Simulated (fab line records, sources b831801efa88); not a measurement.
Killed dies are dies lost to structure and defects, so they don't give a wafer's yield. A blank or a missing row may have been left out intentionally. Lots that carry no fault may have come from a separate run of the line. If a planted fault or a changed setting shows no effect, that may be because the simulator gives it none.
Chamber matching || flow sky130 || 3 sister chambers for SKY_CAPM_CVD_00 on pecvd-01
The step deposits SiO2, target thk 15.5 nm. 6 wafers are shown with their chamber, then 12 later ones without.

== WAFERS PAIRED WITH THEIR CHAMBERS ==
{"wafer": "L086.6", "chamber": 0, "heaterPowerW (W)": 656, "heaterPowerOuterW (W)": 411}
{"wafer": "L089.1", "chamber": 0, "heaterPowerW (W)": 698, "heaterPowerOuterW (W)": 444}
{"wafer": "L089.2", "chamber": 1, "heaterPowerW (W)": 756, "heaterPowerOuterW (W)": 466}
{"wafer": "L091.3", "chamber": 2, "heaterPowerW (W)": 704, "heaterPowerOuterW (W)": 410}
{"wafer": "L091.4", "chamber": 1, "heaterPowerW (W)": 761, "heaterPowerOuterW (W)": 486}
{"wafer": "L091.6", "chamber": 2, "heaterPowerW (W)": 723, "heaterPowerOuterW (W)": 400}

== WAFERS MISSING THEIR CHAMBER ==
{"wafer": "L093.1", "heaterPowerW (W)": 694, "heaterPowerOuterW (W)": 432}
{"wafer": "L093.2", "heaterPowerW (W)": 714, "heaterPowerOuterW (W)": 404}
{"wafer": "L093.5", "heaterPowerW (W)": 695, "heaterPowerOuterW (W)": 430}
{"wafer": "L094.2", "heaterPowerW (W)": 723, "heaterPowerOuterW (W)": 452}
{"wafer": "L094.3", "heaterPowerW (W)": 795, "heaterPowerOuterW (W)": 460}
{"wafer": "L094.4", "heaterPowerW (W)": 805, "heaterPowerOuterW (W)": 469}
{"wafer": "L095.1", "heaterPowerW (W)": 765, "heaterPowerOuterW (W)": 468}
{"wafer": "L095.3", "heaterPowerW (W)": 620, "heaterPowerOuterW (W)": 376}
{"wafer": "L095.5", "heaterPowerW (W)": 616, "heaterPowerOuterW (W)": 392}
{"wafer": "L097.2", "heaterPowerW (W)": 599, "heaterPowerOuterW (W)": 372}
{"wafer": "L097.4", "heaterPowerW (W)": 723, "heaterPowerOuterW (W)": 403}
{"wafer": "L097.5", "heaterPowerW (W)": 760, "heaterPowerOuterW (W)": 467}

== WHICH CHAMBER EACH ONE RAN IN ==
{"wafer": "L093.1", "from the rows above": "can't be placed: 0 or 2", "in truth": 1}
{"wafer": "L093.2", "from the rows above": 2, "in truth": 2}
{"wafer": "L093.5", "from the rows above": "can't be placed: 0 or 2", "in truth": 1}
{"wafer": "L094.2", "from the rows above": "can't be placed: 1 or 0 or 2", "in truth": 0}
{"wafer": "L094.3", "from the rows above": 1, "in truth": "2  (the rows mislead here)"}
{"wafer": "L094.4", "from the rows above": 1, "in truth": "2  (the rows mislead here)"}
{"wafer": "L095.1", "from the rows above": 1, "in truth": 1}
{"wafer": "L095.3", "from the rows above": "can't be placed: 0 or 2", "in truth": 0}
{"wafer": "L095.5", "from the rows above": "can't be placed: 0 or 2", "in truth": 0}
{"wafer": "L097.2", "from the rows above": "can't be placed: 0 or 2", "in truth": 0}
{"wafer": "L097.4", "from the rows above": 2, "in truth": 2}
{"wafer": "L097.5", "from the rows above": 1, "in truth": 1}
Correct placement for 4 of the 12. From these rows, 6 cannot be placed; in 4 the true chamber is one of the candidates. Wrongly placed: 2.
How it was worked out, from the rows above alone: a wafer's distance from a chamber is the root of the sum, over the readings, of the square of ((its reading less the chamber's mean) divided by the reading's scatter). The wafer belongs to the nearest chamber; if the next one is less than 2 further off, it can't be placed. Each chamber's mean is taken over the wafers shown for it. How the scatter is found: for the shown wafers, subtract from each reading the mean of its chamber, square and add these, divide the total by (wafers less chambers), then take the root.
